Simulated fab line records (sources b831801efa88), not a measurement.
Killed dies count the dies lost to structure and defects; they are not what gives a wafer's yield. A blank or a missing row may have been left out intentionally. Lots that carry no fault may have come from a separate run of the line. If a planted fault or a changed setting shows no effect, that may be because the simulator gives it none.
What tool caused it? -- flow gf180mcu -- Sampling: 10 lots, 30 wafers, 6 of 602 route steps

== WHAT EACH GAUGE READ, for each wafer ==
GF_V3_THK_MEAS_01. Usual: V3_CVD_00_THK 605 nm, standard deviation 7.1.
lot,measured,on,V3_CVD_00_THK (nm),flag
L881,day 20 13:12,film_metro-01,605 597 609,
L884,day 21 16:32,film_metro-01,599 601 606,
L886,day 22 10:05,film_metro-04,595 608 598,
L887,day 24 23:22,film_metro-01,604 600 600,
L888,day 25 02:44,film_metro-04,617 608 613,
L890,day 25 07:17,film_metro-04,608 614 598,
L896,day 26 20:22,film_metro-01,601 601 604,
L897,day 27 01:35,film_metro-04,617 604 602,
L900,day 28 10:41,film_metro-04,607 605 608,
L904,day 29 05:44,film_metro-01,615 611 605,

GF_MIM_RS_MEAS_10: the measuring method here is four-point-probe. Usual: MIM_ALCU_RS 0.1596 ohm/sq, standard deviation 0.0016.
lot,measured,on,MIM_ALCU_RS (ohm/sq),flag
L881,day 23 17:43,film_metro-04,0.1591 0.1603 0.1629,
L884,day 24 18:41,film_metro-02,0.1574 0.1573 0.1578,
L886,day 25 10:22,film_metro-04,0.1587 0.1580 0.1597,
L887,day 27 18:18,film_metro-04,0.1577 0.1596 0.1580,
L888,day 27 20:59,film_metro-02,0.1575 0.1586 0.1595,
L890,day 28 01:37,film_metro-02,0.1597 0.1587 0.1591,
L896,day 29 12:14,film_metro-02,0.1629 0.1593 0.1633,
L897,day 29 15:36,film_metro-02,0.1394 0.1591 0.1588,OFF
L900,day 30 22:58,film_metro-01,0.1594 0.1610 0.1613,
L904,day 31 16:35,film_metro-01,0.1583 0.1578 0.1570,

GF_MIM_THK_MEAS_11: measures by xrf. Usual: MIM_ALCU_THK 198.9 nm, standard deviation 2.1.
lot,measured,on,MIM_ALCU_THK (nm),flag
L881,day 23 17:50,film_metro-04,199.9 196.2 194.5,
L884,day 24 18:47,film_metro-02,201.1 201.7 201.4,
L886,day 25 10:29,film_metro-04,200.3 200.3 196.7,
L887,day 27 18:25,film_metro-04,200.2 198.4 199.5,
L888,day 27 21:07,film_metro-02,200.9 199.8 199.2,
L890,day 28 01:44,film_metro-02,197.9 199.9 200.1,
L896,day 29 12:20,film_metro-02,194.1 198.2 193.3,
L897,day 29 15:43,film_metro-02,225.4 199.2 198.7,OFF
L900,day 30 23:05,film_metro-01,199.8 195.8 197.2,
L904,day 31 16:42,film_metro-01,200.2 200.8 202.5,

== WHAT TOOL EACH LOT RAN ON (gives the tool, then ch and the chambers of the sampled wafers, and finally the start) ==
lot,GF_M4_METAL_ETCH_16,GF_V4_SPUTTER_21,GF_MIM_SPUTTER_08
L881,"rie_metal-01 ch 0,1, day 22 15:53","pvd_sputter-04, day 23 16:36","pvd_sputter-02, day 23 17:39"
L884,"rie_metal-03 ch 0,1, day 23 16:56","pvd_sputter-03, day 24 17:33","pvd_sputter-04, day 24 18:36"
L886,"rie_metal-03 ch 0,1, day 24 09:48","pvd_sputter-03, day 25 09:14","pvd_sputter-01, day 25 10:17"
L887,"rie_metal-01 ch 0, day 26 18:40","pvd_sputter-04, day 27 17:10","pvd_sputter-04, day 27 18:13"
L888,"rie_metal-04 ch 0, day 26 21:21","pvd_sputter-03, day 27 19:44","pvd_sputter-04, day 27 20:56"
L890,"rie_metal-04 ch 0,1, day 27 02:04","pvd_sputter-01, day 28 00:27","pvd_sputter-01, day 28 01:33"
L896,"rie_metal-04 ch 0,1, day 28 13:46","pvd_sputter-03, day 29 11:06","pvd_sputter-02, day 29 12:09"
L897,"rie_metal-01 ch 0,1, day 28 17:59","pvd_sputter-03, day 29 14:29","pvd_sputter-01, day 29 15:32"
L900,"rie_metal-04 ch 0,1, day 30 02:29","pvd_sputter-01, day 30 21:50","pvd_sputter-04, day 30 22:53"
L904,"rie_metal-03 ch 0,1, day 30 19:29","pvd_sputter-04, day 31 15:27","pvd_sputter-04, day 31 16:31"
- GF_M4_METAL_ETCH_16: etches the open film in Cl2/BCl3, stops on SiO2, target depth 627.5 nm, time 104.6 s.
- GF_V4_SPUTTER_21: material Ti, target thk 15 nm, time 80.02 s.
- GF_MIM_SPUTTER_08: material AlCu, target thk 200 nm, time 10.6 s.

== WHAT THE TOOLS THEMSELVES READ (means of the sampled wafers that have a number; where no wafer has one, the mark that the record gives instead) ==
GF_M4_METAL_ETCH_16. Usual: drypump_motor_current_A 5.6 A, standard deviation 0.42; oes_product_au 0.975 a.u., standard deviation 0.0066; throttle_valve_pct 28.246 %, standard deviation 0.011.
lot,tool,drypump_motor_current_A (A),oes_product_au (a.u.),throttle_valve_pct (%),flag
L881,rie_metal-01,5.4,0.972,28.250,
L884,rie_metal-03,5.9,0.975,28.244,
L886,rie_metal-03,5.8,0.980,28.245,
L887,rie_metal-01,6.3,0.982,28.242,
L888,rie_metal-04,5.5,0.969,28.261,
L890,rie_metal-04,5.4,0.975,28.248,
L896,rie_metal-04,5.4,0.976,28.235,
L897,rie_metal-01,5.9,0.970,28.239,
L900,rie_metal-04,5.4,0.977,28.245,
L904,rie_metal-03,5.8,0.979,28.237,

GF_V4_SPUTTER_21. Usual: substrate_temp_c 200.00 C, standard deviation 0.18; throttle_valve_pct 30.2 %, standard deviation 0.78.
lot,tool,substrate_temp_c (C),throttle_valve_pct (%),flag
L881,pvd_sputter-04,199.94,30.3,
L884,pvd_sputter-03,200.11,30.0,
L886,pvd_sputter-03,199.91,30.2,
L887,pvd_sputter-04,199.91,30.7,
L888,pvd_sputter-03,199.93,31.0,
L890,pvd_sputter-01,200.15,29.9,
L896,pvd_sputter-03,199.98,30.8,
L897,pvd_sputter-03,199.98,30.1,
L900,pvd_sputter-01,199.96,29.7,
L904,pvd_sputter-04,199.73,30.3,

GF_MIM_SPUTTER_08. Usual: throttle_valve_pct reads 29.9 % (standard deviation 0.65).
lot,tool,throttle_valve_pct (%),flag
L881,pvd_sputter-02,29.6,
L884,pvd_sputter-04,30.7,
L886,pvd_sputter-01,29.5,
L887,pvd_sputter-04,30.2,
L888,pvd_sputter-04,30.3,
L890,pvd_sputter-01,29.4,
L896,pvd_sputter-02,29.5,
L897,pvd_sputter-01,29.5,
L900,pvd_sputter-04,30.1,
L904,pvd_sputter-04,30.8,

== THE ANSWER, worked out from the rows above alone ==
Rule: take the mean of a lot's wafers that have a number; if it is more than 3 standard deviations from the usual mean, the lot is off. Also off: a lot with no number at a reading for which 4 or more lots have one. Where the step has rows for the other lots, those lots are counted as sound. First the gauges in route order, then the tools' own readings, where a lot's mean is used as printed above. At the first step where some lot is off, the reading lying furthest off is the one used; lots without a number count as furthest.
Off: L897, at GF_MIM_RS_MEAS_10 (MIM_ALCU_RS).
If a tool, at a process step before that reading, ran all the lots that are off and no sound lot after the first of them, it fits. Gauges at GF_MIM_RS_MEAS_10: tried the same way as those tools. Can't be told from this: 4 tools fit, rie_metal-01 at GF_M4_METAL_ETCH_16, pvd_sputter-03 at GF_V4_SPUTTER_21, pvd_sputter-01 at GF_MIM_SPUTTER_08, film_metro-02 at GF_MIM_RS_MEAS_10.

== WHAT THE SIMULATOR HAD PUT IN ==
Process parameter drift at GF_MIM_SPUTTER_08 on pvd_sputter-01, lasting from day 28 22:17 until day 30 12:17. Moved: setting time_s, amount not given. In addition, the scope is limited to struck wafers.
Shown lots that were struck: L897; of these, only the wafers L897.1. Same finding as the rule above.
